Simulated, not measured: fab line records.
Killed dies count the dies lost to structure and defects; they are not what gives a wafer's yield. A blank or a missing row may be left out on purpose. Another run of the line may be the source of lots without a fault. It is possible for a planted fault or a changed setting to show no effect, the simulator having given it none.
Matching of chambers | flow gf180mcu | rie diel-01 running GF_V4_ETCH_16: 4 sister chambers
The step etches BARC in N2/H2. 8 wafers are shown with their chamber, then 7 later ones without.

## WAFERS WITH THEIR CHAMBER
wafer  | chamber | oes product au (a.u.) | throttle valve pct (%)
L317.5 | 0       | 0.859                 | 13.217
L318.1 | 0       | 0.863                 | 13.241
L325.5 | 2       | 0.853                 | 13.221
L325.6 | 3       | 0.856                 | 13.233
L326.4 | 2       | 0.853                 | 13.226
L326.6 | 3       | 0.850                 | 13.237
L329.1 | 1       | 0.849                 | 13.226
L329.5 | 1       | 0.851                 | 13.224

## WAFERS MISSING THEIR CHAMBER
wafer  | oes product au (a.u.) | throttle valve pct (%)
L329.6 | 0.851                 | 13.227
L336.1 | 0.846                 | 13.232
L336.4 | 0.852                 | 13.226
L336.6 | 0.859                 | 13.228
L339.4 | 0.858                 | 13.237
L339.5 | 0.852                 | 13.232
L339.6 | 0.852                 | 13.238

## WHICH CHAMBER EACH ONE RAN IN
wafer  | from the rows above               | in truth
L329.6 | can't be placed: 1 or 2 or 3      | 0
L336.1 | can't be placed: 1 or 3 or 2      | 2
L336.4 | can't be placed: 2 or 1 or 3      | 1
L336.6 | can't be placed: 0 or 2 or 3      | 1
L339.4 | can't be placed: 0 or 3 or 2 or 1 | 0
L339.5 | can't be placed: 3 or 2 or 1      | 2
L339.6 | can't be placed: 3 or 1 or 2      | 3
Placed correctly: 0 of 7. These rows do not allow placing 7 (true chamber among the candidates in 5). Number placed wrongly: 0.
How it was worked out, from the rows above alone: a wafer's distance from a chamber is the root of the sum, over the readings, of the square of ((its reading less the chamber's mean) divided by the reading's scatter). The wafer belongs to the nearest chamber; if the next one is less than 2 further off, it can't be placed. Each chamber's mean is taken over the wafers shown for it. The scatter is the square root of a quotient: the sum, over the shown wafers, of each reading's squared deviation from its chamber's mean, divided by wafers minus chambers.
